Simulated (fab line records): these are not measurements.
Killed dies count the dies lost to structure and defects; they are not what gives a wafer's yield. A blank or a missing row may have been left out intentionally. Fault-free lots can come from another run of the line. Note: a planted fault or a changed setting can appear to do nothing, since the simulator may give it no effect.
fab line records | flow sky130
record lots=7 wafers=21 lastDay=47
route steps=708 shown LDD_HVP@287 LDD_LDN@289 PAD_OPEN@708
lots that met no fault: from a run of the same line without faults
startH: the number of hours between the record's first day and the start of the first shown wafer of the lot | waitH: hours elapsed since this lot's preceding step | " unchanged from the row above | L1.1+2: several wafers, shown together as one row | - no value present, or no start provided | * or withheld: withheld | < > ~ a bound
route shown NAME@n: names a module that has steps shown in the file, with the first one's number in the route | usual: mean and standard deviation over wafers with no fault | same: alike in all rows | chamber/n: place in a boat | sites: each site's reading | _std_site: the standard deviation of these | _edge_site: the outer-site mean with the inner-site mean subtracted | radiusMm: for every site, how far away it sits from the centre of the wafer | mask NAME#n: copy n | behind: the most recent tool/chamber to have shaped the wafer | hold: why the lot was held/for how many hours/how that ended | device: transistor that didn't switch, given as n, p or np | end of line: tests of these same wafers at the route's end | a step with no rows: only its recipe | killed: dies lost to structure and defects at the first sort, not the wafer's yield | map: a wafer's dies, x killed, . not, _ none there
set.NAME: the setting that was run; set.NAME@STEP: the one run at that earlier step | model.NAME: the simulator's own value behind a step, which no gauge read
lots at selected steps of the route; one table per step, one row per wafer
services: a tool's chamber out of use, with start hour (startH, from the record's first day; less than 0 if before it), hours out, and reason
## steps
# step SKY_LDD_HVP_STRIP_09
# recipe chemistry=O2/N2 powerW=1400 pressureMtorr=1500 platenTempC=withheld o2FlowSccm=3000 n2FlowSccm=300 overashFraction=0.5
# usual chamberPressureMTorr=1500.2/1.3 drypumpMotorCurrentA=5.8/0.46 oesProductAu=0.409/0.0045 stripTimeToEndpointS=4.139/0.016
# columns lot.wafer tool chamber startH waitH chamberPressureMTorr drypumpMotorCurrentA oesProductAu rfHoursCounterH stripTimeToEndpointS
L979.1 plasmaAsher-04 0 501.89 0.1 1501.1 5.4 0.403 6 4.140
L979.3 " 0 " " 1500.5 5.4 0.420 - 4.145
L979.4 " 1 " " 1498.4 5.7 0.409 - 4.150
L982.2 plasmaAsher-01 0 533.06 0.1 1496.8 6.6 0.407 74 4.132
L982.3 " 1 " " 1499.0 5.3 0.410 - 4.153
L982.4 " 0 " " 1500.7 6.6 0.411 - 4.147
L983.2 plasmaAsher-04 1 546.46 0.1 1502.9 5.7 0.403 10 4.102
L983.3 " 0 " " 1500.9 5.4 0.404 - 4.114
L983.5 " 0 " " 1498.1 5.4 0.403 - 4.109
L984.4 plasmaAsher-04 0 547.14 0.1 1499.0 5.4 0.411 - 4.161
L984.5 " 0 " " 1501.9 5.4 0.422 - 4.130
L984.6 " 1 " " 1499.7 5.6 0.407 - 4.143
L987.2 plasmaAsher-01 1 569.84 0.1 1501.1 5.3 0.407 78 4.124
L987.4 " 1 " " 1500.6 5.3 0.407 - 4.134
L987.5 " 1 " " 1498.2 5.3 0.412 - 4.116
L986.2 plasmaAsher-02 1 570.14 0.1 1503.0 5.8 0.416 84 4.119
L986.3 " 0 " " 1501.3 6.0 0.408 - 4.127
L986.6 " 1 " " 1503.4 5.8 0.421 - 4.119
L988.4 plasmaAsher-01 1 574.68 0.1 1501.4 5.3 0.409 - 4.115
L988.5 " 0 " " 1501.1 6.6 0.408 - 4.122
L988.6 " 1 " " 1500.5 5.3 0.409 - 4.115
# step SKY_LDD_HVP_TW_MEAS_10
# usual LDD_HVP_TW=455.6/2.1
# columns lot.wafer tool chamber startH waitH LDD_HVP_TW
L979.1 filmMetro-03 - 501.99 0.1 457.8
L979.3 " - " " 457.9
L979.4 " - " " 454.3
L982.2 filmMetro-04 - 533.17 0.1 458.3
L982.3 " - " " 460.1
L982.4 " - " " 457.7
L983.2 filmMetro-02 - 546.57 0.1 456.1
L983.3 " - " " 452.2
L983.5 " - " " 453.6
L984.4 filmMetro-02 - 547.24 0.1 455.0
L984.5 " - " " 452.3
L984.6 " - " " 455.1
L987.2 filmMetro-02 - 569.95 0.1 453.8
L987.4 " - " " 455.2
L987.5 " - " " 455.1
L986.2 filmMetro-03 - 570.25 0.1 456.8
L986.3 " - " " 454.7
L986.6 " - " " 456.5
L988.4 filmMetro-02 - 574.77 0.1 454.7
L988.5 " - " " 455.4
L988.6 " - " " 453.7
# step SKY_LDD_LDN_DEHYDRATE_00
# recipe tempC=200 timeS=60
# step SKY_LDD_LDN_HMDS_01
# recipe primeTimeS=60 primeTempC=120
# step SKY_LDD_LDN_COAT_02
# recipe resist=NOVOLAK spinRpm=3000 resistThkNm=1140
# step SKY_LDD_LDN_SOFTBAKE_03
# recipe tempC=90 timeS=60 resist=NOVOLAK
# step SKY_LDD_LDN_EXPOSE_04
# recipe maskId=LDNTM na=0.6 sourceShape=conventional sigmaOuter=0.6 polarization=unpolarized targetCdNm=700 doseMj=140
# step SKY_LDD_LDN_PEB_05
# recipe tempC=withheld timeS=* resist=NOVOLAK
# step SKY_LDD_LDN_DEVELOP_06
# recipe resist=NOVOLAK developer=TMAH developTimeS=60 devTempC=23
# step SKY_LDD_LDN_OVL_MEAS_07
# usual LDD_LDN_OVL=-1.4/1.7
# columns lot.wafer tool chamber startH waitH LDD_LDN_OVL[nm]
L979.1 overlay-02 - 532.67 0.1 -2.7
L979.3 " - " " -4.2
L979.4 " - " " -3.7
L982.2 overlay-01 - 562.61 0.1 -5.4
L982.3 " - " " -2.7
L982.4 " - " " -3.5
L983.2 overlay-02 - 576.12 0.1 -1.6
L983.3 " - " " -2.8
L983.5 " - " " 0.0
L984.4 overlay-01 - 576.93 0.1 -0.9
L984.5 " - " " 0.8
L984.6 " - " " -1.0
L987.2 overlay-02 - 599.81 0.1 -2.4
L987.4 " - " " -2.8
L987.5 " - " " -1.9
L986.2 overlay-01 - 600.17 0.1 -1.0
L986.3 " - " " -3.9
L986.6 " - " " -3.8
L988.4 overlay-01 - 604.38 0.1 -2.3
L988.5 " - " " -3.2
L988.6 " - " " -3.0
# step SKY_LDD_LDN_IMPLANT_08
# recipe species=As energyKev=15 doseCm2=1.25e+13 tiltDeg=withheld rotationDeg=23
# step SKY_LDD_LDN_IMPLANT_09
# recipe species=As energyKev=15 doseCm2=1.268e+13 tiltDeg=withheld rotationDeg=113
# step SKY_LDD_LDN_IMPLANT_10
# recipe species=As energyKev=15 doseCm2=1.25e+13 tiltDeg=withheld rotationDeg=203
# usual faradayCurrentUA=70.4/1.4 implantIonAmu=75/0
# columns lot.wafer tool chamber startH waitH faradayCurrentUA implantIonAmu model.implant.rpNm model.implant.drpNm
L979.1 implanter-04 0 533.00 0.1 68.9 75 13 5.933
L979.3 " 0 " " 66.8 75 13 5.933
L979.4 " 0 " " 70.5 75 13 5.933
L982.2 implanter-03 0 562.97 0.1 73.5 75 12.45 5.933
L982.3 " 0 " " 68.3 75 12.45 5.933
L982.4 " 0 " " 70.9 75 12.45 5.933
L983.2 implanter-01 0 576.48 0.1 71.0 75 13.26 5.933
L983.3 " 0 " " 71.2 75 13.26 5.933
L983.5 " 0 " " 71.1 75 13.26 5.933
L984.4 implanter-03 0 577.32 0.1 68.8 75 12.91 5.933
L984.5 " 0 " " 73.0 75 12.91 5.933
L984.6 " 0 " " 69.6 75 12.91 5.933
L987.2 implanter-04 0 600.17 0.1 68.5 31 23.32 10.9
L987.4 " 0 " " 71.2 31 23.32 10.9
L987.5 " 0 " " 70.1 31 23.32 10.9
L986.2 implanter-01 0 600.53 0.1 72.5 31 23.83 10.9
L986.3 " 0 " " 69.0 31 23.83 10.9
L986.6 " 0 " " 70.1 31 23.83 10.9
L988.4 implanter-04 0 604.77 0.1 69.6 31 23.09 10.9
L988.5 " 0 " " 69.4 31 23.09 10.9
L988.6 " 0 " " 70.6 31 23.09 10.9
# step SKY_LDD_LDN_IMPLANT_11
# recipe species=As energyKev=15 doseCm2=1.25e+13 tiltDeg=withheld rotationDeg=293
# step SKY_LDD_LDN_STRIP_12
# recipe chemistry=O2/N2 powerW=1400 pressureMtorr=1500 platenTempC=withheld o2FlowSccm=3000 n2FlowSccm=300 overashFraction=0.5
# usual chamberPressureMTorr=1499.9/1.4 drypumpMotorCurrentA=5.7/0.46 oesProductAu=0.715/0.0047 stripTimeToEndpointS=14.20/0.047
# columns lot.wafer tool chamber startH waitH chamberPressureMTorr drypumpMotorCurrentA oesProductAu rfHoursCounterH stripTimeToEndpointS
L979.1 plasmaAsher-04 0 533.30 0.1 1497.3 5.4 0.704 9 14.22
L979.3 " 1 " " 1500.4 5.6 0.714 - 14.21
L979.4 " 0 " " 1498.7 5.4 0.714 - 14.20
L982.2 plasmaAsher-03 0 563.24 0.1 1501.9 5.2 0.718 45 14.21
L982.3 " 0 " " 1499.4 5.2 0.714 - 14.22
L982.4 " 1 " " 1501.1 5.4 0.709 - 14.21
L983.2 plasmaAsher-01 0 576.75 0.1 1498.9 6.6 0.720 79 14.22
L983.3 " 1 " " 1498.9 5.3 0.716 - 14.21
L983.5 " 0 " " 1499.4 6.6 0.719 - 14.16
L984.4 plasmaAsher-01 1 577.58 0.1 1498.0 5.3 0.714 - 14.17
L984.5 " 1 " " 1500.6 5.3 0.716 - 14.23
L984.6 " 0 " " 1500.6 6.6 0.713 - 14.18
L987.2 plasmaAsher-04 1 600.44 0.1 1498.8 5.7 0.711 13 14.28
L987.4 " 0 " " 1501.2 5.4 0.722 - 14.25
L987.5 " 1 " " 1498.4 5.7 0.714 - 14.24
L986.2 plasmaAsher-01 1 600.80 0.1 1499.5 5.3 0.708 82 14.10
L986.3 " 1 " " 1499.7 5.3 0.707 - 14.13
L986.6 " 1 " " 1502.0 5.3 0.718 - 14.18
L988.4 plasmaAsher-01 0 605.03 0.1 1501.9 6.5 0.709 - 14.29
L988.5 " 0 " " 1499.9 6.6 0.708 - 14.27
L988.6 " 1 " " 1500.1 5.3 0.721 - 14.25
# step SKY_LDD_LDN_TW_MEAS_13
# usual LDD_LDN_TW=1478/6.6
# columns lot.wafer tool chamber startH waitH LDD_LDN_TW
L979.1 filmMetro-02 - 533.40 0.1 1473
L979.3 " - " " 1474
L979.4 " - " " 1476
L982.2 filmMetro-02 - 563.35 0.1 1476
L982.3 " - " " 1471
L982.4 " - " " 1477
L983.2 filmMetro-01 - 576.86 0.1 1472
L983.3 " - " " 1475
L983.5 " - " " 1472
L984.4 filmMetro-01 - 577.67 0.1 1475
L984.5 " - " " 1477
L984.6 " - " " 1476
L987.2 filmMetro-04 - 600.55 0.1 1406
L987.4 " - " " 1411
L987.5 " - " " 1416
L986.2 filmMetro-01 - 600.91 0.1 1413
L986.3 " - " " 1420
L986.6 " - " " 1419
L988.4 filmMetro-04 - 605.12 0.1 1414
L988.5 " - " " 1408
L988.6 " - " " 1413
# step SKY_LDD_LDN_CLEAN_14
# recipe chemistry=SC1/SC2 mix=1:4:20 tempC=70 timeS=150 dry=n2Spin
# step SKY_PAD_OPEN_PROBE_99
# usual killed_at_M0_to_M3=44/7.9 killed_at_M4_up=3.1/1.9 killedAtContacts=24/4.6 killedAtFrontEnd=16/4.9 killedAtOther=0.3/0.6 killedDies=87/9.7 killedOpen=48/7.2 killedShort=39/5.6
# same grossDies=492 killedAtBackSide=0
# columns lot.wafer tool chamber startH waitH killed_at_M0_to_M3 killed_at_M4_up killedAtContacts killedAtFrontEnd killedAtOther killedDies killedOpen killedShort model.etest.tipSonos.rsOhmSq model.etest.sonosUncharged.rOnOhmUm model.etest.sonosProgrammed.offLog10AUm model.etest.sonosProgrammed.vtV model.etest.sonosBaked.vtV model.etest.sonosUncharged.vtV model.etest.sonosErased.vtV
L979.1 prober-02 - 1070.39 0.1 50 1 26 24 0 101 65 35 2531 806.8 -13.83 1.278 0.8925 -0.4483 -2.134
L979.3 prober-02 - 1070.49 0.2 54 8 24 25 0 111 68 43 2510 813.9 -14.02 1.348 0.8991 -0.4421 -2.104
L979.4 prober-02 - 1070.54 0.2 43 2 29 14 0 88 55 33 2547 807.2 -13.87 1.282 0.9278 -0.4676 -2.152
L982.2 prober-01 - 1088.12 0.1 54 4 17 16 0 91 47 43 2685 802 -14.16 1.418 0.9071 -0.4299 -2.243
L982.3 prober-01 - 1088.17 0.2 38 5 28 23 0 94 53 39 2736 822.1 -13.98 1.387 0.8719 -0.436 -2.26
L982.4 prober-01 - 1088.22 0.2 39 5 24 16 0 84 40 43 2768 817.5 -13.9 1.388 0.8669 -0.4292 -2.261
L983.2 prober-02 - 1097.08 0.1 44 3 29 12 1 89 52 37 2617 816.6 -14.03 1.322 0.8655 -0.4402 -2.166
L983.3 prober-02 - 1097.13 0.2 43 5 28 11 0 87 44 43 2582 820.3 -13.98 1.333 0.8153 -0.4175 -2.156
L983.5 prober-02 - 1097.23 0.2 28 2 26 10 1 67 35 32 2555 822.1 -13.9 1.373 0.9069 -0.4331 -2.195
L984.4 prober-01 - 1101.53 0.2 37 3 23 23 1 87 49 38 2765 816.2 -14.04 1.352 0.8891 -0.443 -2.215
L984.5 prober-01 - 1101.58 0.2 58 6 16 13 0 93 51 42 2737 815.4 -13.83 1.343 0.8679 -0.4533 -2.217
L984.6 prober-01 - 1101.63 0.2 49 5 20 18 0 92 48 44 2773 829.5 -13.95 1.351 0.8944 -0.4015 -2.175
L987.2 prober-01 - 1116.68 0.1 39 1 23 10 0 73 38 35 1954 759.1 -12.83 1.304 0.8605 -0.5508 -2.324
L987.4 prober-01 - 1116.78 0.2 41 3 29 7 0 80 39 41 1920 762 -12.83 1.322 0.8372 -0.5515 -2.361
L987.5 prober-01 - 1116.83 0.2 55 1 27 13 0 96 62 34 1940 775.2 -12.72 1.249 0.7719 -0.5072 -2.282
L986.2 prober-02 - 1117.49 0.1 34 0 25 17 0 76 40 35 1938 775.5 -12.56 1.328 0.8626 -0.521 -2.331
L986.3 prober-02 - 1117.54 0.2 46 4 23 11 0 84 47 37 1902 761 -12.55 1.307 0.8262 -0.5283 -2.395
L986.6 prober-02 - 1117.69 0.2 50 5 22 14 2 93 56 34 1907 769.2 -12.84 1.357 0.8492 -0.4944 -2.431
L988.4 prober-01 - 1118.90 0.2 37 4 24 13 1 79 50 29 1935 768.7 -12.16 1.278 0.7952 -0.5521 -2.334
L988.5 prober-01 - 1118.95 0.2 39 2 30 20 2 93 46 46 1962 785.2 -12.61 1.317 0.8348 -0.5086 -2.279
L988.6 prober-01 - 1119.00 0.2 40 1 16 11 0 68 38 30 1939 773 -12.36 1.272 0.8338 -0.5244 -2.244
# killed by level:class
L979.1 VIA1:geometricParticle:open=16 CONTACT:geometricParticle:open=12 POLY_GATE:geometricParticle:open=9 VIA3:geometricParticle:open=9 LI_CONTACT:geometricParticle:open=7 VIA1:geometricParticle:short=6 POLY_GATE:geometricParticle:short=4 CONTACT:geometricParticle:short=4
L979.3 VIA1:geometricParticle:open=15 CONTACT:geometricParticle:open=12 VIA3:geometricParticle:open=9 VIA2:geometricParticle:open=8 POLY_GATE:geometricParticle:short=7 FIELD_ISO:geometricParticle:open=5 METAL1:geometricParticle:short=5 VIA2:geometricParticle:short=5
L979.4 VIA1:geometricParticle:open=16 LI_CONTACT:geometricParticle:open=13 VIA2:geometricParticle:open=7 VIA3:geometricParticle:open=6 FIELD_ISO:geometricParticle:short=5 LOCAL_INTERCONNECT:geometricParticle:short=5 CONTACT:geometricParticle:short=5 FIELD_ISO:geometricParticle:open=4
L982.2 METAL2:geometricParticle:short=11 VIA1:geometricParticle:open=10 CONTACT:geometricParticle:open=8 LI_CONTACT:geometricParticle:open=7 METAL1:geometricParticle:short=7 VIA2:geometricParticle:open=7 FIELD_ISO:geometricParticle:short=4 FIELD_ISO:geometricParticle:open=4
L982.3 VIA1:geometricParticle:open=15 CONTACT:geometricParticle:open=9 POLY_GATE:geometricParticle:short=8 LI_CONTACT:geometricParticle:open=7 CONTACT:geometricParticle:short=7 LOCAL_INTERCONNECT:geometricParticle:short=5 FIELD_ISO:geometricParticle:short=4 POLY_GATE:geometricParticle:open=4
L982.4 VIA1:geometricParticle:open=8 LI_CONTACT:geometricParticle:open=6 CONTACT:geometricParticle:open=6 VIA1:geometricParticle:short=5 LOCAL_INTERCONNECT:geometricParticle:short=5 METAL1:geometricParticle:short=5 FIELD_ISO:geometricParticle:short=4 POLY_GATE:geometricParticle:short=4
L983.2 VIA1:geometricParticle:open=13 LI_CONTACT:geometricParticle:open=8 VIA2:geometricParticle:open=8 CONTACT:geometricParticle:open=7 METAL1:geometricParticle:short=6 LI_CONTACT:geometricParticle:short=5 FIELD_ISO:geometricParticle:short=4 LOCAL_INTERCONNECT:geometricParticle:short=4
L983.3 VIA1:geometricParticle:open=11 LI_CONTACT:geometricParticle:open=8 CONTACT:geometricParticle:open=8 METAL2:geometricParticle:short=7 METAL1:geometricParticle:short=5 CONTACT:geometricParticle:short=4 LOCAL_INTERCONNECT:geometricParticle:short=4 VIA1:geometricParticle:short=4
L983.5 CONTACT:geometricParticle:open=9 LI_CONTACT:geometricParticle:open=7 VIA2:geometricParticle:open=6 LOCAL_INTERCONNECT:geometricParticle:short=5 VIA1:geometricParticle:short=5 VIA3:geometricParticle:open=4 FIELD_ISO:geometricParticle:short=3 LI_CONTACT:geometricParticle:short=3
L984.4 CONTACT:geometricParticle:open=10 FIELD_ISO:geometricParticle:short=7 METAL1:geometricParticle:short=7 VIA1:geometricParticle:open=7 LI_CONTACT:geometricParticle:open=6 VIA2:geometricParticle:open=6 POLY_GATE:geometricParticle:open=5 VIA3:geometricParticle:open=5
L984.5 VIA2:geometricParticle:open=10 VIA1:geometricParticle:open=9 VIA3:geometricParticle:open=9 VIA1:geometricParticle:short=7 LI_CONTACT:geometricParticle:open=6 METAL4:geometricParticle:short=6 CONTACT:geometricParticle:open=5 METAL1:geometricParticle:short=5
L984.6 VIA1:geometricParticle:open=9 POLY_GATE:geometricParticle:open=8 CONTACT:geometricParticle:open=7 VIA2:geometricParticle:open=7 VIA2:geometricParticle:short=6 CONTACT:geometricParticle:short=5 VIA1:geometricParticle:short=5 VIA3:geometricParticle:short=5
L987.2 CONTACT:geometricParticle:open=10 VIA1:geometricParticle:open=7 VIA3:geometricParticle:open=7 LOCAL_INTERCONNECT:geometricParticle:short=5 CONTACT:geometricParticle:short=5 VIA1:geometricParticle:short=4 VIA2:geometricParticle:open=4 FIELD_ISO:geometricParticle:short=3
L987.4 CONTACT:geometricParticle:open=10 VIA2:geometricParticle:open=8 LOCAL_INTERCONNECT:geometricParticle:short=7 VIA3:geometricParticle:open=7 LI_CONTACT:geometricParticle:open=6 METAL1:geometricParticle:short=5 METAL2:geometricParticle:short=5 CONTACT:geometricParticle:short=4
L987.5 CONTACT:geometricParticle:open=14 VIA2:geometricParticle:open=12 VIA1:geometricParticle:open=9 VIA3:geometricParticle:open=8 METAL1:geometricParticle:short=8 POLY_GATE:geometricParticle:open=5 LI_CONTACT:geometricParticle:open=5 CONTACT:geometricParticle:short=4
L986.2 CONTACT:geometricParticle:open=7 CONTACT:geometricParticle:short=7 VIA1:geometricParticle:open=7 VIA2:geometricParticle:open=6 METAL1:geometricParticle:short=6 LI_CONTACT:geometricParticle:open=4 LOCAL_INTERCONNECT:geometricParticle:short=4 VIA3:geometricParticle:open=3
L986.3 CONTACT:geometricParticle:open=11 VIA3:geometricParticle:open=7 VIA1:geometricParticle:open=7 VIA2:geometricParticle:open=6 POLY_GATE:geometricParticle:open=5 METAL1:geometricParticle:short=5 METAL2:geometricParticle:short=5 LI_CONTACT:geometricParticle:open=4
L986.6 LI_CONTACT:geometricParticle:open=10 VIA1:geometricParticle:open=10 VIA2:geometricParticle:open=9 VIA3:geometricParticle:open=8 METAL2:geometricParticle:short=7 FIELD_ISO:geometricParticle:open=4 CONTACT:geometricParticle:open=4 CONTACT:geometricParticle:short=4
L988.4 VIA1:geometricParticle:open=13 LI_CONTACT:geometricParticle:open=9 VIA2:geometricParticle:open=8 CONTACT:geometricParticle:open=6 CONTACT:geometricParticle:short=4 VIA3:geometricParticle:open=4 FIELD_ISO:geometricParticle:short=3 FIELD_ISO:geometricParticle:open=3
L988.5 CONTACT:geometricParticle:open=11 VIA1:geometricParticle:open=9 VIA2:geometricParticle:open=7 FIELD_ISO:geometricParticle:short=6 POLY_GATE:geometricParticle:short=5 LI_CONTACT:geometricParticle:open=5 LOCAL_INTERCONNECT:geometricParticle:short=5 CONTACT:geometricParticle:short=5
L988.6 VIA1:geometricParticle:open=14 CONTACT:geometricParticle:open=7 METAL2:geometricParticle:short=6 VIA2:geometricParticle:open=5 FIELD_ISO:geometricParticle:short=4 METAL1:geometricParticle:short=4 FIELD_ISO:geometricParticle:open=3 METAL3:geometricParticle:short=3
## services
# columns tool chamber startH hours kind
implanter-04 - 497.34 2.0 repair
plasmaAsher-04 - 502.54 2.8 repair
plasmaAsher-02 - 517.72 2.8 pm
implanter-03 - 529.42 2.9 pm
implanter-03 - 535.05 3.4 repair
plasmaAsher-04 - 559.68 28.0 repair
implanter-03 - 565.19 2.7 repair
## key
firstSign step=SKY_LDD_LDN_IMPLANT_10 reading=implantIonAmu direction=down sigmas=99+ usual=75 struck=31
effect step=SKY_LDD_LDN_TW_MEAS_13 reading=LDD_LDN_TW direction=down sigmas=9.8 usual=1478 struck=1413
modelEffect step=SKY_LDD_LDN_IMPLANT_10 value=implant.rpNm without=13.16 struck=23.41
modelEffect step=SKY_PAD_OPEN_PROBE_99 value=etest.tipSonos.rsOhmSq without=2699 struck=1933
metAt SKY_LDD_LDN_IMPLANT_10
struckWafers L986.2,L986.3,L986.6,L987.2,L987.4,L987.5,L988.4,L988.5,L988.6
testerLeftOut L986,L987,L988
onsetBetween 576.48 600.17
fault kind=wrongRecipeDownload tool=implanter-01,implanter-03,implanter-04 chamber=- onsetH=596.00 steps=SKY_LDD_LDN_IMPLANT_10 wrongRecipe.notListed=1
# testerLeftOut: of these lots the tester's yield and bins aren't shown, on N5 and GAA mostly nor the transistor test; their killed dies are dies lost to structure and defects alone, not to doping, threshold or leakage, so they don't give the yield
